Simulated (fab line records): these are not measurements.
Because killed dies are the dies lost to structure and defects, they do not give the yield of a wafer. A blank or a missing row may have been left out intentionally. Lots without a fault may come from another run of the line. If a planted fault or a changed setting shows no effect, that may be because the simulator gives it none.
A struck lot beside a sound one ; flow sky130 ; 15 steps out of a route of 708
Sound: the wafers L867.2, L867.4, L867.6. Wafers struck: L878.4, L878.5, L878.6. Last of all comes the cause.
For every step that has rows: the tool of each side, followed by ch and its chambers, followed by its first start. Under that, the readings that differ: sound wafers ; struck wafers ; difference of the means ; sigmas: that difference in standard deviations of wafers without a fault.
alike: readings whose means differ by less than 2 such deviations, and words and numbers that are the same on both sides. not compared: withheld readings, readings that some wafer has no value for, bounds like >300 that may hide the same value, and numbers for which the record gives no deviation and whose values overlap.
The two part at a step that has a row with sigmas, a row that says differs or no value, or rows on one side only. Non-overlapping numbers with no deviation appear without sigmas and do not part them. Lack of a reading on every wafer of one side parts them only where that side has two or more wafers.

first, 1 step without rows for these wafers: SKY_FIELD_ISO_DEVELOP_12 (develop time 60 s).
SKY_FIELD_ISO_CD_MEAS_13 targets a cd of 150 nm.
  struck on cd-sem-01, day 4 13:37; sound on cd-sem-01, day 2 08:29
  alike: cd-nm
SKY_FIELD_ISO_ETCH_14: etches BARC in N2/H2, stops on SiO2, time 45.9 s, target depth 60 nm.
  sound on rie-diel-03 ch 0,1, day 2 08:35; struck on rie-diel-03 ch 2,3, day 4 13:41
  alike: chamber-pressure-mTorr, drypump-motor-current-A, oes-product-au, throttle-valve-pct
  not compared: rf-hours-counter-h
SKY_FIELD_ISO_ETCH_15: etches the open film in CHF3/O2, stops on Si, target depth 180 nm, time 72 s.
  sound on rie-diel-03 ch 0,1, day 2 08:38; struck on rie-diel-03 ch 2,3, day 4 13:44
  alike: chamber-pressure-mTorr, drypump-motor-current-A, oes-product-au, throttle-valve-pct
  not compared: rf-hours-counter-h
SKY_FIELD_ISO_STRIP_16: strips in O2/N2.
  sound on plasma-asher-01 ch 0,1, day 2 08:41; struck on plasma-asher-03 ch 0,1, day 4 13:49
reading;sound;struck;difference;sigmas
strip-time-to-endpoint-s (s);3.60 3.57 3.57;3.51 3.50 3.51;-0.07;-2
  alike: chamber-pressure-mTorr, drypump-motor-current-A, oes-product-au
  not compared: rf-hours-counter-h
SKY_FIELD_ISO_ETCH_17: etches Si in HBr/Cl2/O2, target depth 342 nm, time 97.7 s.
  sound on rie-si-02 ch 0,1,2, day 2 08:47; struck on rie-si-02 ch 1,2,3, day 4 13:55
  alike: chamber-pressure-mTorr, drypump-motor-current-A, mfc-cl2-sccm, oes-product-au, throttle-valve-pct
  not compared: rf-hours-counter-h
then, 5 steps without rows for these wafers: SKY_FIELD_ISO_WET_ETCH_18 (etches Si3N4 in H3PO4, target depth 25 nm, time 286 s); SKY_FIELD_ISO_CLEAN_19 (cleans in SC1/SC2, time 150 s); SKY_FIELD_ISO_CLEAN_20 (cleans in dHF, time 20 s); SKY_FIELD_ISO_WET_ETCH_21 (etches SiO2 in dHF, target depth 20 nm, time 400 s); SKY_FIELD_ISO_OXIDATION_22 (stabilise 600 s, purge 300 s, target thk 10 nm).
SKY_FIELD_ISO_THK_MEAS_23:
  struck on film-metro-03, day 4 18:34; sound on film-metro-04, day 2 11:13
  alike: FIELD_ISO_OXIDATION_01_THK
SKY_FIELD_ISO_CVD_24: deposits SiO2, target thk 595 nm, time 99.2 s.
  sound on hdpcvd-01 ch 0,1,2, day 2 11:16; struck on hdpcvd-02 ch 0,1,2, day 4 18:38
reading;sound;struck;difference;sigmas
pressure-mtorr (mTorr);6.011 6.017 6.006;4.807 4.792 4.792;-1.214;-99 or more
SKY_FIELD_ISO_THK_MEAS_25:
  struck on film-metro-02, day 4 18:42; sound on film-metro-03, day 2 11:21
  alike: FIELD_ISO_CVD_24_THK
-- a jump in the record: the struck wafers' starts before and after are 44 days apart (it breaks off in module FIELD_ISO and resumes in module PAD_OPEN, where the first step shown is number 708 of the route) --
SKY_PAD_OPEN_PROBE_99:
  struck on prober-02, day 48 14:11; sound on prober-02, day 45 17:15
  alike: killed_at_M0_to_M3, killed_at_M4_up, killed-at-contacts, killed-at-front-end, killed-at-other, killed-dies, killed-open, killed-short

## WHERE THEY PART
Last at SKY_FIELD_ISO_CVD_24 as far as this record goes, first at SKY_FIELD_ISO_STRIP_16. Later steps at which nothing parts them and some readings are alike: SKY_FIELD_ISO_THK_MEAS_25, SKY_PAD_OPEN_PROBE_99.

WHY: whatever the simulator had introduced
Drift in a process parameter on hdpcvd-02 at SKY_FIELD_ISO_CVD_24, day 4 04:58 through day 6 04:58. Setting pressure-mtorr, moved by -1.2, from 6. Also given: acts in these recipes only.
